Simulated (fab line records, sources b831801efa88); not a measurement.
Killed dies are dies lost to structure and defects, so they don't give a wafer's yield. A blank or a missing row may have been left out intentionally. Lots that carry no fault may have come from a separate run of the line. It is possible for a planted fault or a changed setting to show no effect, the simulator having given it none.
What tool caused it? + flow gf180mcu + 14 lots with 42 wafers sampled at 3 steps, on a route of 602 steps

WHAT THE GAUGES SHOWED, per wafer
GF_SALICIDE_THK_MEAS_05: measures by xrf. Usual: SALICIDE_TIN_THK typically reads 20.19 nm, with standard deviation 0.25.
| lot  | measured     | on            | SALICIDE_TIN_THK (nm) | flag |
|------|--------------|---------------|-----------------------|------|
| L904 | day 15 02:14 | film-metro-04 | 19.94 19.84 20.13     |      |
| L905 | day 15 07:26 | film-metro-04 | 20.45 20.43 20.31     |      |
| L906 | day 15 23:01 | film-metro-03 | 20.08 20.66 20.33     |      |
| L907 | day 16 05:50 | film-metro-01 | 20.06 20.45 20.07     |      |
| L911 | day 17 16:38 | film-metro-03 | 20.02 20.65 20.58     |      |
| L914 | day 18 21:35 | film-metro-04 | 20.10 20.10 20.26     |      |
| L917 | day 19 20:44 | film-metro-04 | 20.42 20.17 19.90     |      |
| L919 | day 20 23:35 | film-metro-01 | 19.91 20.53 20.01     |      |
| L920 | day 21 06:04 | film-metro-04 | 19.96 19.80 19.95     |      |
| L921 | day 21 07:26 | film-metro-01 | 20.10 20.24 20.33     |      |
| L923 | day 22 04:22 | film-metro-04 | 20.10 20.18 20.26     |      |
| L924 | day 22 07:28 | film-metro-04 | 20.21 20.11 19.95     |      |
| L926 | day 23 01:08 | film-metro-04 | 20.10 19.89 20.17     |      |
| L927 | day 23 08:37 | film-metro-04 | 20.45 20.23 20.05     |      |

GF_CONTACT_CD_MEAS_14: the cd target is 220 nm. Usual: cd-nm reads 220.0 nm (standard deviation 1.3).
| lot  | measured     | on        | cd-nm (nm)        | flag |
|------|--------------|-----------|-------------------|------|
| L904 | day 16 01:07 | cd-sem-01 | 219.1 219.6 219.7 |      |
| L905 | day 16 07:07 | cd-sem-01 | 218.2 219.4 220.5 |      |
| L906 | day 16 22:12 | cd-sem-02 | 220.6 220.0 219.4 |      |
| L907 | day 17 04:52 | cd-sem-02 | 219.5 219.3 219.7 |      |
| L911 | day 18 17:40 | cd-sem-01 | 221.3 221.2 221.7 |      |
| L914 | day 19 21:50 | cd-sem-01 | 218.1 216.6 217.6 |      |
| L917 | day 20 23:45 | cd-sem-01 | 219.7 219.8 221.5 |      |
| L919 | day 21 23:25 | cd-sem-01 | 219.1 218.2 219.3 |      |
| L920 | day 22 06:20 | cd-sem-01 | 219.7 219.1 219.5 |      |
| L921 | day 22 08:19 | cd-sem-01 | 221.0 220.4 221.2 |      |
| L923 | day 23 05:00 | cd-sem-01 | 219.6 220.5 221.1 |      |
| L924 | day 23 07:45 | cd-sem-01 | 219.9 216.9 217.3 |      |
| L926 | day 24 01:09 | cd-sem-02 | 218.6 219.3 218.9 |      |
| L927 | day 24 08:07 | cd-sem-02 | 220.2 219.5 221.2 |      |

WHAT TOOL EACH LOT RAN ON (gives the tool, then ch and the chambers of the sampled wafers, and finally the start)
| lot  | GF_SALICIDE_RTA_08               |
|------|----------------------------------|
| L904 | rtp-anneal-02 ch 0, day 15 02:30 |
| L905 | rtp-anneal-01 ch 0, day 15 07:41 |
| L906 | rtp-anneal-01 ch 0, day 15 23:16 |
| L907 | rtp-anneal-02 ch 0, day 16 06:05 |
| L911 | rtp-anneal-02 ch 0, day 17 16:55 |
| L914 | rtp-anneal-02 ch 0, day 18 21:51 |
| L917 | rtp-anneal-01 ch 0, day 19 21:01 |
| L919 | rtp-anneal-02 ch 0, day 20 23:50 |
| L920 | rtp-anneal-01 ch 0, day 21 06:20 |
| L921 | rtp-anneal-02 ch 0, day 21 07:41 |
| L923 | rtp-anneal-02 ch 0, day 22 04:37 |
| L924 | rtp-anneal-02 ch 0, day 22 07:43 |
| L926 | rtp-anneal-02 ch 0, day 23 01:24 |
| L927 | rtp-anneal-01 ch 0, day 23 08:54 |
- GF_SALICIDE_RTA_08: time 30 s.

WHAT THE TOOLS THEMSELVES READ (means of the sampled wafers that have a number; where no wafer has one, the mark that the record gives instead)
GF_SALICIDE_RTA_08. Usual: lamp-power-pct 16.3 %, standard deviation 0.52; run-length-s 58.9 s, standard deviation 0.3; wafer_temp_C_max 804.3, standard deviation 2.4.
| lot  | tool          | lamp-power-pct (%) | run-length-s (s) | wafer_temp_C_max | flag |
|------|---------------|--------------------|------------------|------------------|------|
| L904 | rtp-anneal-02 | 15.7               | 58.6             | 807.3            |      |
| L905 | rtp-anneal-01 | 16.8               | 59.1             | 801.8            |      |
| L906 | rtp-anneal-01 | 16.8               | 59.1             | 801.6            |      |
| L907 | rtp-anneal-02 | 15.8               | 58.5             | 806.9            |      |
| L911 | rtp-anneal-02 | 15.8               | 94.1             | 806.5            | OFF  |
| L914 | rtp-anneal-02 | 15.7               | 93.9             | 806.6            | OFF  |
| L917 | rtp-anneal-01 | 16.8               | 59.2             | 801.7            |      |
| L919 | rtp-anneal-02 | 15.8               | 58.7             | 805.7            |      |
| L920 | rtp-anneal-01 | 16.8               | 59.1             | 802.5            |      |
| L921 | rtp-anneal-02 | 15.7               | 58.7             | 806.6            |      |
| L923 | rtp-anneal-02 | 15.7               | 58.5             | 806.0            |      |
| L924 | rtp-anneal-02 | 15.7               | 58.7             | 805.7            |      |
| L926 | rtp-anneal-02 | 15.7               | 58.6             | 806.7            |      |
| L927 | rtp-anneal-01 | 16.8               | 59.1             | 802.1            |      |

THE ANSWER, worked out from the rows above alone
Rule: a lot counts as off when the mean over its wafers that have a number is more than 3 standard deviations away from the usual mean. Also off: a lot with no number at a reading for which 4 or more lots have one. All remaining lots with rows at the step are treated as sound. After the gauges, taken in route order, come the tools' own readings; for these a lot's mean is taken, as printed above. The first step at which some lot is off is used, and at that step the reading that is off furthest; a lot without a number counts as furthest.
Off: L911, L914 (GF_SALICIDE_RTA_08, run-length-s).
A tool fits if, at that step or a process step before it, it ran every lot that is off, and no sound lot after the first of them. None of those tried fits.

WHAT THE SIMULATOR HAD INSERTED
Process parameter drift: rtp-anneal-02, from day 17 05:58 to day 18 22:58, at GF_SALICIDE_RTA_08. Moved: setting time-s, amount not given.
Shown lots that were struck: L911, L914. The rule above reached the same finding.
